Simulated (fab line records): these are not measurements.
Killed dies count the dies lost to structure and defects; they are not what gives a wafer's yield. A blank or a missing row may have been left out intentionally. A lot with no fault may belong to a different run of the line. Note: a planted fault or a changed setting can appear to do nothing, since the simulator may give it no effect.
Matching of chambers -- flow gf180mcu -- GF_V2_CMP_26 on cmp-02: 4 sister chambers
The step polishes, stops on SiO2, t overpolish 15 s, target thk 0 nm. 4 wafers are shown with their chamber, then 12 later ones without.

== WAFERS WITH THEIR CHAMBER ==
wafer,chamber,motor current A (A)
L083.2,1,14.7
L084.1,2,11.1
L084.2,0,10.3
L084.3,3,12.4

== WAFERS MISSING THEIR CHAMBER ==
wafer,motor current A (A)
L087.2,10.4
L087.5,11.3
L087.6,12.1
L093.2,9.9
L093.4,15.2
L093.5,9.9
L095.1,9.6
L095.3,11.1
L095.6,13.0
L097.1,11.1
L097.5,12.4
L097.6,9.6

== THE CHAMBER EACH PASSED THROUGH ==
wafer,from the rows above,in truth
L087.2,can't be placed: 0 or 2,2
L087.5,can't be placed: 2 or 0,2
L087.6,can't be placed: 3 or 2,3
L093.2,can't be placed: 0 or 2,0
L093.4,1,1
L093.5,can't be placed: 0 or 2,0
L095.1,can't be placed: 0 or 2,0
L095.3,can't be placed: 2 or 0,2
L095.6,3,3
L097.1,can't be placed: 2 or 0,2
L097.5,3,3
L097.6,can't be placed: 0 or 2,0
Correct placement for 3 of the 12. Can't be placed from these rows: 9 (the true chamber is among the candidates in 9). Wrongly placed: 0.
How it was worked out, from the rows above alone: a wafer's distance from a chamber is the root of the sum, over the readings, of the square of ((its reading less the chamber's mean) divided by the reading's scatter). If the next closest chamber is less than 2 further off than the closest, the wafer can't be placed; otherwise it belongs to the closest. The mean given for a chamber averages the wafers shown for that chamber. The scatter (one wafer shown for each chamber): square how far every hidden wafer sits from the nearest shown wafer, average those squares and take the square root.
